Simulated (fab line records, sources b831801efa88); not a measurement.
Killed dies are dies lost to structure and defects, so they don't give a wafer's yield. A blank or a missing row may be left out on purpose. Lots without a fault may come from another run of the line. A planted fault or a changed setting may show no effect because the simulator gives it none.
fab line records | flow gf180mcu
record lots=24 wafers=72 last_day=34
route steps=602 shown MVSD@77 VT_IMPLANT@100 SAB@275 CONTACT@310
lots that met no fault: from a run of the same line without faults
start_h: hours from the record's first day to the start of the lot's first wafer shown | wait_h: hours since the lot's step before | " the same as in the row above | L1.1+2: a row that stands for several wafers | - no value, or no start given | * or withheld: withheld | < > ~ a bound
route shown NAME@n: a module of which the file shows steps, and the number in the route of the first | usual: mean/standard deviation of fault-free wafers | same: alike in all rows | chamber/n: place in a boat | sites: the reading at each site | _std_site: their standard deviation | _edge_site: outer sites' mean less inner sites' | radius_mm: how far each site lies from the wafer's centre | mask NAME#n: copy n | behind: the tool/chamber that last shaped the wafer | hold: why the lot was held/for how many hours/how that ended | device: the transistor (n, p or np) that didn't switch | end of line: the same wafers' tests at the end of the route | a step without rows: its recipe alone | killed: dies lost to structure and defects at the first sort, not the wafer's yield | map: a wafer's dies, x killed, . not, _ none there
set.NAME: the setting as run; set.NAME@STEP: as run at that earlier step | model.NAME: the simulator's own value behind a step, which no gauge read
steps of the route over a sample of lots; a table a step, a row a wafer
services: from which hour (start_h, from the record's first day; less than 0 if before it) a tool's chamber was out of use, for how many hours, and why
## steps
# step GF_MVSD_TW_MEAS_11
# usual MVSD_TW=1564/7.8
# columns lot.wafer tool chamber start_h wait_h MVSD_TW
L074.2 film_metro-04 - 83.31 0.1 1570
L074.5 " - " " 1560
L074.6 " - " " 1565
L075.3 film_metro-04 - 89.00 0.1 1564
L075.4 " - " " 1567
L075.5 " - " " 1566
L076.2 film_metro-02 - 94.38 0.1 1556
L076.5 " - " " 1560
L076.6 " - " " 1563
L077.1 film_metro-04 - 103.27 0.1 1563
L077.2 " - " " 1568
L077.6 " - " " 1570
L078.1 film_metro-01 - 105.35 0.1 1563
L078.2 " - " " 1572
L078.3 " - " " 1558
L079.2 film_metro-04 - 113.48 0.1 1568
L079.5 " - " " 1566
L079.6 " - " " 1567
L080.1 film_metro-01 - 117.65 0.1 1571
L080.3 " - " " 1566
L080.4 " - " " 1566
L081.1 film_metro-02 - 121.45 0.1 1566
L081.4 " - " " 1573
L081.6 " - " " 1566
L082.3 film_metro-01 - 130.92 0.1 1567
L082.4 " - " " 1565
L082.5 " - " " 1563
L083.1 film_metro-04 - 134.63 0.1 1559
L083.2 " - " " 1557
L083.4 " - " " 1565
L084.1 film_metro-02 - 139.30 0.1 1582
L084.3 " - " " 1578
L084.6 " - " " 1578
L085.3 film_metro-04 - 146.85 0.1 1570
L085.4 " - " " 1555
L085.5 " - " " 1575
L086.1 film_metro-02 - 154.02 0.1 1575
L086.2 " - " " 1560
L086.6 " - " " 1568
L087.3 film_metro-04 - 158.37 0.1 1556
L087.4 " - " " 1563
L087.5 " - " " 1558
L088.1 film_metro-01 - 163.08 0.1 1559
L088.2 " - " " 1563
L088.6 " - " " 1562
L089.3 film_metro-01 - 170.08 0.1 1550
L089.4 " - " " 1543
L089.5 " - " " 1543
L090.1 film_metro-02 - 178.72 0.1 1579
L090.3 " - " " 1571
L090.6 " - " " 1577
L091.1 film_metro-04 - 181.72 0.1 1568
L091.2 " - " " 1558
L091.5 " - " " 1570
L092.3 film_metro-01 - 186.07 0.1 1548
L092.5 " - " " 1553
L092.6 " - " " 1553
L093.1 film_metro-01 - 192.70 0.1 1566
L093.2 " - " " 1571
L093.5 " - " " 1570
L094.2 film_metro-02 - 202.08 0.1 1563
L094.3 " - " " 1564
L094.6 " - " " 1567
L095.2 film_metro-01 - 205.13 0.1 1558
L095.4 " - " " 1568
L095.5 " - " " 1569
L096.2 film_metro-01 - 209.89 0.1 1557
L096.3 " - " " 1561
L096.6 " - " " 1567
L097.2 film_metro-01 - 216.19 0.1 1561
L097.5 " - " " 1557
L097.6 " - " " 1571
# step GF_VT_IMPLANT_TW_MEAS_10
# usual VT_IMPLANT_TW=565.1/2.9
# columns lot.wafer tool chamber start_h wait_h VT_IMPLANT_TW
L074.2 film_metro-01 - 111.51 0.1 571.7
L074.5 " - " " 566.6
L074.6 " - " " 568.5
L075.3 film_metro-01 - 117.82 0.1 564.6
L075.4 " - " " 565.4
L075.5 " - " " 566.7
L076.2 film_metro-01 - 123.13 0.1 565.8
L076.5 " - " " 565.4
L076.6 " - " " 567.2
L077.1 film_metro-02 - 132.90 0.1 569.7
L077.2 " - " " 569.8
L077.6 " - " " 568.2
L078.1 film_metro-03 - 134.90 0.1 560.8
L078.2 " - " " 559.4
L078.3 " - " " 562.4
L079.2 film_metro-03 - 143.13 0.1 561.0
L079.5 " - " " 560.0
L079.6 " - " " 563.2
L080.1 film_metro-01 - 148.25 0.1 566.5
L080.3 " - " " 562.8
L080.4 " - " " 563.5
L081.1 film_metro-03 - 152.70 0.1 563.0
L081.4 " - " " 564.0
L081.6 " - " " 563.2
L082.3 film_metro-03 - 162.22 0.1 562.6
L082.4 " - " " 564.4
L082.5 " - " " 561.3
L083.1 film_metro-02 - 165.37 0.1 568.0
L083.2 " - " " 568.2
L083.4 " - " " 567.3
L084.1 film_metro-03 - 171.44 0.1 566.9
L084.3 " - " " 561.0
L084.6 " - " " 564.2
L085.3 film_metro-02 - 179.16 0.1 571.0
L085.4 " - " " 570.5
L085.5 " - " " 569.6
L086.1 film_metro-03 - 186.54 0.1 564.0
L086.2 " - " " 565.2
L086.6 " - " " 563.9
L087.3 film_metro-03 - 189.84 0.1 566.7
L087.4 " - " " 563.2
L087.5 " - " " 566.2
L088.1 film_metro-01 - 196.58 0.1 565.4
L088.2 " - " " 568.5
L088.6 " - " " 568.1
L089.3 film_metro-02 - 202.67 0.1 567.2
L089.4 " - " " 564.3
L089.5 " - " " 565.1
L090.1 film_metro-03 - 212.73 0.1 563.8
L090.3 " - " " 560.8
L090.6 " - " " 561.8
L091.1 film_metro-03 - 216.72 0.1 567.3
L091.2 " - " " 565.8
L091.5 " - " " 566.4
L092.3 film_metro-01 - 219.60 0.1 561.4
L092.5 " - " " 562.8
L092.6 " - " " 561.9
L093.1 film_metro-03 - 226.98 0.1 564.9
L093.2 " - " " 564.4
L093.5 " - " " 564.2
L094.2 film_metro-03 - 238.56 0.1 568.3
L094.3 " - " " 565.0
L094.6 " - " " 564.0
L095.2 film_metro-01 - 240.79 0.1 564.0
L095.4 " - " " 565.0
L095.5 " - " " 562.7
L096.2 film_metro-03 - 247.06 0.1 564.3
L096.3 " - " " 562.7
L096.6 " - " " 564.7
L097.2 film_metro-01 - 253.38 0.1 565.4
L097.5 " - " " 562.1
L097.6 " - " " 563.4
# step GF_VT_IMPLANT_OVL_MEAS_29
# usual VT_IMPLANT_02_OVL=0.3/1.3
# columns lot.wafer tool chamber start_h wait_h VT_IMPLANT_02_OVL[nm]
L074.2 overlay-01 - 140.97 0.1 1.3
L074.5 " - " " 2.3
L074.6 " - " " 1.0
L075.3 overlay-02 - 147.37 0.1 -0.3
L075.4 " - " " 0.4
L075.5 " - " " -0.8
L076.2 overlay-01 - 153.67 0.1 -0.1
L076.5 " - " " 1.8
L076.6 " - " " -1.1
L077.1 overlay-02 - 163.80 0.1 0.9
L077.2 " - " " 0.9
L077.6 " - " " 1.3
L078.1 overlay-01 - 166.13 0.1 2.1
L078.2 " - " " 2.6
L078.3 " - " " 1.0
L079.2 overlay-01 - 174.96 0.1 0.6
L079.5 " - " " -2.9
L079.6 " - " " -0.3
L080.1 overlay-01 - 180.45 0.1 -1.9
L080.3 " - " " -1.2
L080.4 " - " " -1.0
L081.1 overlay-02 - 184.91 0.1 -0.9
L081.4 " - " " -1.4
L081.6 " - " " -1.9
L082.3 overlay-02 - 195.30 0.1 0.6
L082.4 " - " " -0.8
L082.5 " - " " -1.5
L083.1 overlay-02 - 198.30 0.1 0.0
L083.2 " - " " 3.1
L083.4 " - " " 1.5
L084.1 overlay-02 - 204.30 0.1 0.8
L084.3 " - " " 0.1
L084.6 " - " " 0.1
L085.3 overlay-01 - 212.35 0.1 -1.0
L085.4 " - " " 1.2
L085.5 " - " " 1.7
L086.1 overlay-02 - 220.06 0.1 -0.3
L086.2 " - " " 0.8
L086.6 " - " " -0.2
L087.3 overlay-02 - 224.55 0.1 0.3
L087.4 " - " " 0.2
L087.5 " - " " 0.7
L088.1 overlay-02 - 230.06 0.1 -0.3
L088.2 " - " " 3.5
L088.6 " - " " 0.5
L089.3 overlay-02 - 237.97 0.1 1.8
L089.4 " - " " 1.2
L089.5 " - " " -0.1
L090.1 overlay-01 - 248.61 0.1 -1.2
L090.3 " - " " -1.1
L090.6 " - " " -0.2
L091.1 overlay-02 - 253.26 0.1 1.5
L091.2 " - " " 2.0
L091.5 " - " " -2.0
L092.3 overlay-02 - 256.06 0.1 0.3
L092.5 " - " " -1.0
L092.6 " - " " 0.4
L093.1 overlay-02 - 263.80 0.1 0.1
L093.2 " - " " 1.0
L093.5 " - " " 1.8
L094.2 overlay-02 - 275.87 0.1 0.6
L094.3 " - " " -0.6
L094.6 " - " " -0.5
L095.2 overlay-01 - 278.35 0.1 2.1
L095.4 " - " " 2.4
L095.5 " - " " 1.9
L096.2 overlay-01 - 285.34 0.1 0.0
L096.3 " - " " 0.8
L096.6 " - " " 0.5
L097.2 overlay-01 - 291.09 0.1 -0.6
L097.5 " - " " -0.2
L097.6 " - " " 0.1
# step GF_VT_IMPLANT_RTA_45
# recipe temp_c=1050 time_s=30 ambient=N2
# usual lamp_power_pct=33.1/0.49 wafer_temp_C_max=1053.9/0.88
# columns lot.wafer tool chamber start_h wait_h lamp_power_pct wafer_temp_C_max
L074.2 rtp_anneal-02 0 157.65 0.0 32.5 1053.9
L074.5 " 0 " " 32.5 1052.2
L074.6 " 0 " " 32.5 1053.6
L075.3 rtp_anneal-01 0 163.97 0.0 33.5 1054.5
L075.4 " 0 " " 33.5 1054.8
L075.5 " 0 " " 33.5 1054.8
L076.2 rtp_anneal-01 0 170.34 0.0 33.6 1052.6
L076.5 " 0 " " 33.6 1054.7
L076.6 " 0 " " 33.5 1052.4
L077.1 rtp_anneal-01 0 180.81 0.0 33.5 1052.9
L077.2 " 0 " " 33.5 1053.3
L077.6 " 0 " " 33.5 1053.3
L078.1 rtp_anneal-02 0 183.23 0.0 32.6 1052.9
L078.2 " 0 " " 32.5 1052.1
L078.3 " 0 " " 32.5 1053.7
L079.2 rtp_anneal-01 0 191.85 0.0 33.5 1054.9
L079.5 " 0 " " 33.5 1054.1
L079.6 " 0 " " 33.5 1054.0
L080.1 rtp_anneal-01 0 197.93 0.0 33.6 1054.6
L080.3 " 0 " " 33.5 1053.2
L080.4 " 0 " " 33.5 1054.0
L081.1 rtp_anneal-02 0 201.24 0.0 32.5 1054.0
L081.4 " 0 " " 32.6 1054.9
L081.6 " 0 " " 32.6 1054.0
L082.3 rtp_anneal-01 0 212.58 0.0 33.5 1053.5
L082.4 " 0 " " 33.6 1053.5
L082.5 " 0 " " 33.5 1054.9
L083.1 rtp_anneal-01 0 216.29 0.0 33.5 1055.2
L083.2 " 0 " " 33.5 1053.5
L083.4 " 0 " " 33.5 1055.5
L084.1 rtp_anneal-02 0 222.43 0.0 32.5 1054.7
L084.3 " 0 " " 32.5 1054.6
L084.6 " 0 " " 32.5 1053.3
L085.3 rtp_anneal-02 0 230.19 0.0 32.5 1055.6
L085.4 " 0 " " 32.5 1054.9
L085.5 " 0 " " 32.5 1054.8
L086.1 rtp_anneal-02 0 239.23 0.0 32.5 1055.5
L086.2 " 0 " " 32.6 1053.5
L086.6 " 0 " " 32.6 1053.8
L087.3 rtp_anneal-01 0 242.61 0.0 33.5 1055.8
L087.4 " 0 " " 33.6 1053.3
L087.5 " 0 " " 33.5 1053.6
L088.1 rtp_anneal-02 0 248.84 0.0 32.5 1054.5
L088.2 " 0 " " 32.5 1053.7
L088.6 " 0 " " 32.6 1053.8
L089.3 rtp_anneal-02 0 256.89 0.0 32.5 1053.9
L089.4 " 0 " " 32.6 1055.2
L089.5 " 0 " " 32.5 1053.0
L090.1 rtp_anneal-01 0 267.91 0.0 33.5 1055.7
L090.3 " 0 " " 33.6 1055.4
L090.6 " 0 " " 33.5 1053.6
L091.1 rtp_anneal-01 0 272.69 0.0 33.5 1053.5
L091.2 " 0 " " 33.5 1053.4
L091.5 " 0 " " 33.6 1053.6
L092.3 rtp_anneal-02 0 275.39 0.0 32.5 1053.4
L092.5 " 0 " " 32.5 1053.2
L092.6 " 0 " " 32.5 1052.1
L093.1 rtp_anneal-01 0 283.21 0.0 33.6 1054.3
L093.2 " 0 " " 33.5 1055.3
L093.5 " 0 " " 33.5 1055.7
L094.2 rtp_anneal-02 0 296.64 0.0 32.5 1054.3
L094.3 " 0 " " 32.5 1054.3
L094.6 " 0 " " 32.5 1052.8
L095.2 rtp_anneal-02 0 298.90 0.0 32.5 1053.3
L095.4 " 0 " " 32.5 1053.9
L095.5 " 0 " " 32.5 1053.1
L096.2 rtp_anneal-01 0 305.88 0.0 33.5 1054.4
L096.3 " 0 " " 33.5 1054.4
L096.6 " 0 " " 33.5 1053.9
L097.2 rtp_anneal-01 0 311.77 0.0 33.5 1053.1
L097.5 " 0 " " 33.5 1053.8
L097.6 " 0 " " 33.5 1054.1
# step GF_SAB_ETCH_11
# recipe chemistry=C4F8/O2/Ar mask_material=NOVOLAK target=SiO2 target_depth_nm=55 source_w=1500 bias_w=1200 pressure_mtorr=40 c4f8_flow_sccm=withheld O2_flow_sccm=6 Ar_flow_sccm=300 time_s=8.5
# usual oes_product_au=0.996/0.0091
# columns lot.wafer tool chamber start_h wait_h oes_product_au rf_hours_counter_h
L074.2 rie_diel-03 2 338.67 0.0 1.013 15
L074.5 " 2 " " 1.000 -
L074.6 " 1 " " 1.020 -
L075.3 rie_diel-03 2 343.05 0.0 0.996 16
L075.4 " 1 " " 0.993 41
L075.5 " 1 " " 0.993 -
L076.2 rie_diel-03 0 353.17 0.0 0.981 78
L076.5 " 2 " " 0.993 -
L076.6 " 3 " " 0.998 -
L077.1 rie_diel-04 1 367.92 0.0 1.000 48
L077.2 " 3 " " 0.993 13
L077.6 " 0 " " 0.996 -
L078.1 rie_diel-03 1 372.30 0.0 1.007 42
L078.2 " 0 " " 0.984 79
L078.3 " 2 " " 0.993 16
L079.2 rie_diel-03 1 382.21 0.0 1.009 42
L079.5 " 2 " " 1.000 -
L079.6 " 1 " " 1.008 -
L080.1 rie_diel-01 0 393.75 0.0 0.996 86
L080.3 " 1 " " 0.988 62
L080.4 " 0 " " 0.999 -
L081.1 rie_diel-03 0 397.19 0.0 0.984 79
L081.4 " 2 " " 1.000 17
L081.6 " 0 " " 0.982 -
L082.3 rie_diel-04 3 411.71 0.0 1.001 14
L082.4 " 1 " " 0.995 48
L082.5 " 1 " " 1.002 -
L083.1 rie_diel-01 2 419.06 0.0 0.999 5
L083.2 " 0 " " 1.012 87
L083.4 " 3 " " 0.999 7
L084.1 rie_diel-03 0 426.04 0.0 0.968 80
L084.3 " 1 " " 0.996 43
L084.6 " 0 " " 0.977 -
L085.3 rie_diel-04 3 435.91 0.0 0.989 15
L085.4 " 2 " " 0.982 10
L085.5 " 2 " " 0.996 -
L086.1 rie_diel-04 3 447.75 0.0 0.993 15
L086.2 " 1 " " 1.000 49
L086.6 " 2 " " 1.003 -
L087.3 rie_diel-03 3 451.44 0.0 1.010 10
L087.4 " 0 " " 0.998 81
L087.5 " 2 " " 0.998 -
L088.1 rie_diel-01 1 456.76 0.0 0.985 64
L088.2 " 2 " " 1.002 6
L088.6 " 0 " " 1.005 -
L089.3 rie_diel-01 3 471.34 0.0 1.010 8
L089.4 " 2 " " 1.004 7
L089.5 " 3 " " 1.008 -
L090.1 rie_diel-04 3 479.95 0.0 0.994 16
L090.3 " 0 " " 0.994 5
L090.6 " 3 " " 1.000 -
L091.1 rie_diel-03 3 485.05 0.0 1.000 10
L091.2 " 0 " " 0.995 81
L091.5 " 2 " " 0.994 -
L092.3 rie_diel-04 0 491.86 0.0 0.999 6
L092.5 " 3 " " 0.987 -
L092.6 " 2 " " 0.996 -
L093.1 rie_diel-04 1 500.79 0.0 0.991 51
L093.2 " 0 " " 1.014 6
L093.5 " 2 " " 0.996 -
L094.2 rie_diel-04 2 516.99 0.0 0.992 13
L094.3 " 0 " " 1.007 6
L094.6 " 1 " " 0.988 -
L095.2 rie_diel-03 1 517.29 0.0 0.996 44
L095.4 " 2 " " 0.989 20
L095.5 " 1 " " 0.995 -
L096.2 rie_diel-01 1 525.49 0.0 0.992 66
L096.3 " 3 " " 1.014 9
L096.6 " 1 " " 0.985 -
L097.2 rie_diel-01 3 529.92 0.0 1.017 9
L097.5 " 3 " " 1.004 -
L097.6 " 1 " " 0.982 -
# step GF_CONTACT_SPUTTER_23
# recipe material=TiN target_thk_nm=10 chamber_pressure_pa=5 power_w=4000 time_s=40
# usual throttle_valve_pct=30.3/0.95
# columns lot.wafer tool chamber start_h wait_h throttle_valve_pct
L074.2 pvd_sputter-03 - 362.55 0.0 31.1
L074.5 " - " " 30.9
L074.6 " - " " 31.6
L075.3 pvd_sputter-03 - 367.12 0.0 31.4
L075.4 " - " " 29.2
L075.5 " - " " 31.4
L076.2 pvd_sputter-04 - 377.78 0.0 30.3
L076.5 " - " " 30.7
L076.6 " - " " 29.3
L077.1 pvd_sputter-04 - 392.61 0.0 29.4
L077.2 " - " " 29.2
L077.6 " - " " 29.4
L078.1 pvd_sputter-04 - 397.42 0.0 30.9
L078.2 " - " " 29.5
L078.3 " - " " 30.3
L079.2 pvd_sputter-01 - 407.22 0.0 29.6
L079.5 " - " " 30.6
L079.6 " - " " 31.6
L080.1 pvd_sputter-04 - 419.98 0.0 30.9
L080.3 " - " " 29.2
L080.4 " - " " 30.1
L081.1 pvd_sputter-01 - 422.33 0.0 29.9
L081.4 " - " " 30.8
L081.6 " - " " 30.9
L082.3 pvd_sputter-01 - 437.32 0.0 31.4
L082.4 " - " " 29.8
L082.5 " - " " 31.4
L083.1 pvd_sputter-01 - 444.92 0.0 31.5
L083.2 " - " " 29.7
L083.4 " - " " 31.1
L084.1 pvd_sputter-04 - 452.42 0.0 30.9
L084.3 " - " " 30.6
L084.6 " - " " 29.8
L085.3 pvd_sputter-03 - 462.47 0.0 31.3
L085.4 " - " " 28.4
L085.5 " - " " 28.4
L086.1 pvd_sputter-03 - 474.63 0.0 31.2
L086.2 " - " " 29.5
L086.6 " - " " 29.1
L087.3 pvd_sputter-01 - 477.92 0.0 31.1
L087.4 " - " " 30.8
L087.5 " - " " 30.7
L088.1 pvd_sputter-04 - 482.92 0.0 29.5
L088.2 " - " " 30.1
L088.6 " - " " 29.4
L089.3 pvd_sputter-01 - 497.47 0.0 30.8
L089.4 " - " " 29.5
L089.5 " - " " 29.9
L090.1 pvd_sputter-01 - 505.67 0.0 31.4
L090.3 " - " " 31.0
L090.6 " - " " 31.2
L091.1 pvd_sputter-03 - 511.12 0.0 31.1
L091.2 " - " " 31.3
L091.5 " - " " 31.6
L092.3 pvd_sputter-03 - 517.13 0.0 29.0
L092.5 " - " " 28.1
L092.6 " - " " 31.3
L093.1 pvd_sputter-01 - 526.22 0.0 29.8
L093.2 " - " " 30.9
L093.5 " - " " 31.4
L094.2 pvd_sputter-01 - 542.12 0.0 29.8
L094.3 " - " " 31.5
L094.6 " - " " 29.8
L095.2 pvd_sputter-04 - 542.16 0.0 31.1
L095.4 " - " " 29.4
L095.5 " - " " 30.2
L096.2 pvd_sputter-04 - 550.72 0.0 29.5
L096.3 " - " " 30.4
L096.6 " - " " 30.0
L097.2 pvd_sputter-01 - 554.42 0.0 31.0
L097.5 " - " " 31.2
L097.6 " - " " 30.9
## services
# columns tool chamber start_h hours kind
pvd_sputter-04 - 146.93 3.7 repair
pvd_sputter-01 - 151.67 2.4 repair
pvd_sputter-04 - 166.07 5.5 repair
rie_diel-01 0 176.00 2.0 repair
rie_diel-01 1 187.88 13.6 repair
rie_diel-03 0 191.04 7.6 repair
rie_diel-03 1 192.86 3.2 repair
rie_diel-03 2 211.50 1.8 repair
rie_diel-04 - 219.36 28.1 pm
pvd_sputter-04 - 238.88 5.7 repair
pvd_sputter-03 - 279.34 6.9 repair
rie_diel-03 2 291.00 1.6 repair
rie_diel-04 1 309.79 3.8 repair
rie_diel-03 3 355.49 1.8 repair
pvd_sputter-01 - 362.26 17.5 repair
pvd_sputter-04 - 380.46 0.7 repair
pvd_sputter-04 - 417.04 0.9 repair
rie_diel-03 1 436.43 7.7 repair
rie_diel-03 - 453.98 22.0 repair
rie_diel-04 1 475.97 8.9 repair
rie_diel-03 - 500.29 2.8 pm
rtp_anneal-01 - 517.45 3.9 pm
rie_diel-03 3 546.24 1.5 repair
rie_diel-04 0 550.18 15.9 repair
## key
fault none
